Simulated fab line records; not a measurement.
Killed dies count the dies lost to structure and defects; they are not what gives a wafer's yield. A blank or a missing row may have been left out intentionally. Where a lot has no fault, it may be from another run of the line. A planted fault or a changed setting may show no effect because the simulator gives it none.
Which tool was responsible?	flow sky130	42 wafers from 14 lots sampled at 4 of the route's 708 steps

WHAT EACH GAUGE READ, for each wafer
SKY_LI_CONTACT_BOW_MEAS_03. Usual: LI_CONTACT_BOW 56 um, standard deviation 7.1.
lot	measured	on	LI_CONTACT_BOW (um)	flag
L931	day 27 20:30	filmMetro-01	68 50 62	
L932	day 28 02:31	filmMetro-01	62 59 56	
L933	day 28 14:13	filmMetro-01	57 60 48	
L934	day 29 07:31	filmMetro-01	51 62 50	
L935	day 29 15:25	filmMetro-04	63 68 50	
L936	day 29 20:55	filmMetro-04	73 54 62	
L937	day 30 09:09	filmMetro-01	56 49 47	
L938	day 30 14:33	filmMetro-03	50 63 50	
L939	day 30 22:49	filmMetro-03	49 46 58	
L940	day 31 02:28	filmMetro-01	58 58 60	
L946	day 33 01:07	filmMetro-01	55 48 47	
L949	day 33 22:44	filmMetro-03	51 50 41	
L950	day 34 08:26	filmMetro-03	60 58 67	
L951	day 34 13:34	filmMetro-03	45 46 55	

SKY_CONTACT_CD_MEAS_14: the cd target is 170 nm. Usual: cdNm reads 169.9 nm (standard deviation 1.6).
lot	measured	on	cdNm (nm)	flag
L931	day 31 12:49	cdSem-02	169.5 172.5 172.7	
L932	day 31 17:23	cdSem-01	169.2 169.4 169.4	
L933	day 32 04:55	cdSem-02	172.8 171.1 171.7	
L934	day 32 20:50	cdSem-02	169.2 168.7 170.6	
L935	day 33 03:07	cdSem-01	169.0 168.0 168.7	
L936	day 33 10:03	cdSem-01	171.7 171.9 171.2	
L937	day 33 21:34	cdSem-01	170.7 171.4 171.1	
L938	day 34 02:49	cdSem-02	170.0 170.1 170.8	
L939	day 34 09:49	cdSem-01	170.1 169.6 169.2	
L940	day 34 13:50	cdSem-01	169.9 167.6 168.4	
L946	day 36 10:25	cdSem-02	171.3 172.5 172.4	
L949	day 37 06:17	cdSem-01	169.3 169.0 170.3	
L950	day 37 17:20	cdSem-01	170.2 169.3 170.0	
L951	day 37 22:16	cdSem-01	169.5 167.5 167.8	

EACH LOT AND THE TOOL THAT RAN IT (in order: tool; ch and the chambers of the sampled wafers; start)
lot	SKY_GATE_OXIDE_OXIDATION_16	SKY_CONTACT_CVD_00
L931	furnace-02 ch 0, day 13 20:20	pecvd-01 ch 0,2, day 30 08:46
L932	furnace-01 ch 0, day 13 23:47	pecvd-03 ch 0,2, day 30 13:26
L933	furnace-02 ch 0, day 14 09:07	pecvd-03 ch 0,1,2, day 31 00:56
L934	furnace-01 ch 0, day 15 02:52	pecvd-03 ch 0,1, day 31 17:12
L935	furnace-02 ch 0, day 15 09:58	pecvd-03 ch 0,2, day 32 00:28
L936	furnace-01 ch 0, day 15 14:13	pecvd-02 ch 0,1,2, day 32 06:35
L937	furnace-01 ch 0, day 16 02:53	pecvd-02 ch 0,2, day 32 18:33
L938	furnace-02 ch 0, day 16 11:49	pecvd-01 ch 0,1,2, day 32 23:47
L939	furnace-02 ch 0, day 16 17:46	pecvd-03 ch 0,2, day 33 06:54
L940	furnace-02 ch 0, day 17 00:02	pecvd-03 ch 0,1,2, day 33 11:19
L946	furnace-01 ch 0, day 19 03:22	pecvd-01 ch 0,2, day 35 07:50
L949	furnace-02 ch 0, day 20 04:23	pecvd-01 ch 0,2, day 36 04:17
L950	furnace-02 ch 0, day 20 16:00	pecvd-01 ch 0,1,2, day 36 14:35
L951	furnace-01 ch 0, day 21 00:09	pecvd-03 ch 1,2, day 36 20:32
- SKY_GATE_OXIDE_OXIDATION_16: stabilise 600 s, purge 300 s, target thk 3.57 nm.
- SKY_CONTACT_CVD_00: deposits Si3N4, target thk 75 nm.

WHAT THE TOOLS THEMSELVES READ (means of the sampled wafers that have a number; where no wafer has one, the mark that the record gives instead)
SKY_GATE_OXIDE_OXIDATION_16. Usual: rampDownCPerMin reads 3.0000 (standard deviation 0.00053).
lot	tool	rampDownCPerMin	flag
L931	furnace-02	2.9999	
L932	furnace-01	2.9997	
L933	furnace-02	2.9999	
L934	furnace-01	3.0003	
L935	furnace-02	3.0003	
L936	furnace-01	3.0004	
L937	furnace-01	3.0001	
L938	furnace-02	2.9998	
L939	furnace-02	2.9997	
L940	furnace-02	2.9997	
L946	furnace-01	3.0004	
L949	furnace-02	2.9999	
L950	furnace-02	2.9997	
L951	furnace-01	3.0001	

SKY_CONTACT_CVD_00. Usual: heaterPowerW reads 746 W (standard deviation 110).
lot	tool	heaterPowerW (W)	flag
L931	pecvd-01	779	
L932	pecvd-03	713	
L933	pecvd-03	792	
L934	pecvd-03	748	
L935	pecvd-03	727	
L936	pecvd-02	722	
L937	pecvd-02	698	
L938	pecvd-01	696	
L939	pecvd-03	695	
L940	pecvd-03	799	
L946	pecvd-01	815	
L949	pecvd-01	812	
L950	pecvd-01	653	
L951	pecvd-03	876	

THE ANSWER, worked out from the rows above alone
Rule: lot off if the mean of its wafers having a number is beyond 3 standard deviations from the usual mean. A lot without any number at a reading at which 4 lots or more have one is off too. Any other lot the step has rows for is counted as sound. The gauges are gone through in route order, then the tools' own readings, and for those a lot's mean is taken as printed above. The first step at which some lot is off is used, and at that step the reading that is off furthest; a lot without a number counts as furthest.
No lot is off on any of the readings shown, so nothing can be concluded from this.

WHAT THE SIMULATOR HAD PUT IN
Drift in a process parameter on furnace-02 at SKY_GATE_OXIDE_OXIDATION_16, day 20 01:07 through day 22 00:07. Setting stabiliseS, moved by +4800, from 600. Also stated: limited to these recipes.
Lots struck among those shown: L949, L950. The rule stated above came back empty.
